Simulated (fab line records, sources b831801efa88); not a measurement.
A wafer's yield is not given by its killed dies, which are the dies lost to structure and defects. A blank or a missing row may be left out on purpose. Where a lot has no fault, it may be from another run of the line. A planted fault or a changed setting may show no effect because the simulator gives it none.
What tool caused it?    flow sfq-line    42 wafers sampled from 14 lots at 1 step of a route of 325

WHAT EACH GAUGE READ, for each wafer
Not one reading of a measure or inspect step in the record can be checked against a usual standard deviation.

WHAT TOOL EACH LOT RAN ON (gives the tool, then ch and the chambers of the sampled wafers, and finally the start)
lot   SFQ_TRILAYER_M1_BARC_OPEN_METAL_ETCH_054
L555  rie-metal-04 ch 0,1, day 15 07:59
L556  rie-metal-01 ch 0,1, day 15 11:35
L557  rie-metal-01 ch 0,1, day 15 20:05
L558  rie-metal-01 ch 0,1, day 15 23:42
L561  rie-metal-04 ch 0,1, day 16 22:21
L562  rie-metal-04 ch 0,1, day 18 04:36
L563  rie-metal-01 ch 0,1, day 18 09:24
L564  rie-metal-02 ch 0,1, day 18 19:01
L573  rie-metal-04 ch 0,1, day 24 23:13
L574  rie-metal-04 ch 0,1, day 25 08:49
L575  rie-metal-01 ch 0,1, day 25 16:01
L576  rie-metal-02 ch 0,1, day 26 05:13
L577  rie-metal-01 ch 0,1, day 26 06:25
L578  rie-metal-01 ch 0,1, day 26 12:25
- SFQ_TRILAYER_M1_BARC_OPEN_METAL_ETCH_054: etches BARC in O2, target depth 125 nm, time 41.7 s.

WHAT THE TOOLS THEMSELVES READ (means of the sampled wafers that have a number; where no wafer has one, the mark that the record gives instead)
SFQ_TRILAYER_M1_BARC_OPEN_METAL_ETCH_054.
lot   tool          drypump-motor-current-A (A)  oes-product-au (a.u.)  run-length-s (s)
L555  rie-metal-04  5.2                          0.688                  70.3
L556  rie-metal-01  5.7                          0.690                  69.8
L557  rie-metal-01  5.7                          0.686                  69.9
L558  rie-metal-01  5.7                          0.687                  69.8
L561  rie-metal-04  5.1                          0.688                  70.2
L562  rie-metal-04  5.2                          0.686                  70.4
L563  rie-metal-01  5.9                          0.691                  69.5
L564  rie-metal-02  5.9                          0.688                  69.9
L573  rie-metal-04  5.1                          0.629                  77.8
L574  rie-metal-04  5.2                          0.644                  77.6
L575  rie-metal-01  5.9                          0.685                  69.5
L576  rie-metal-02  6.2                          0.682                  69.6
L577  rie-metal-01  5.7                          0.688                  69.7
L578  rie-metal-01  5.7                          0.688                  70.1

THE ANSWER, worked out from the rows above alone
Rule: usual is defined by the lots themselves. Put in order of their means at a reading, lots are off if they are a third of the lots or fewer, leave a main group of 4 or more, and stand apart from it by a gap of 3 or more times the standard deviation of the main group's means; of several such gaps the widest counts. A main group is skipped when, at the precision printed for the reading in the tables above, its means are all equal. A lot without any number at a reading at which 4 lots or more have one is off too. Any other lot the step has rows for is counted as sound. Order of review: gauges by route order, followed by the tools' own readings, for which a lot's mean as printed above is used. The first step at which some lot is off is used, and at that step the reading that is off furthest; a lot without a number counts as furthest.
Off: L573, L574 (SFQ_TRILAYER_M1_BARC_OPEN_METAL_ETCH_054, run-length-s). The main group: mean 69.9 s, standard deviation 0.29.
A tool fits if, at that step or a process step before it, it ran every lot that is off, and no sound lot after the first of them. One fits: SFQ_TRILAYER_M1_BARC_OPEN_METAL_ETCH_054 on rie-metal-04. Its last sound lot is L562 (day 18 04:36), its first lot that is off L573 (day 24 23:13): a fault that began between those two fits.
The tool's own readings at SFQ_TRILAYER_M1_BARC_OPEN_METAL_ETCH_054 bear it out: on the lots that are off they differ by more than 5 times the standard deviation of the sound lots' means. oes-product-au reads 0.637 a.u. there against 0.687 a.u. on the sound lots; run-length-s reads 77.7 s there against 69.9 s on the sound lots.

WHAT THE SIMULATOR HAD PUT IN
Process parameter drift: rie-metal-04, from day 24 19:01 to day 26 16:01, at SFQ_TRILAYER_M1_BARC_OPEN_METAL_ETCH_054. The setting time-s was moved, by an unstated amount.
Lots struck among those shown: L573, L574. This agrees with what the rule above found.
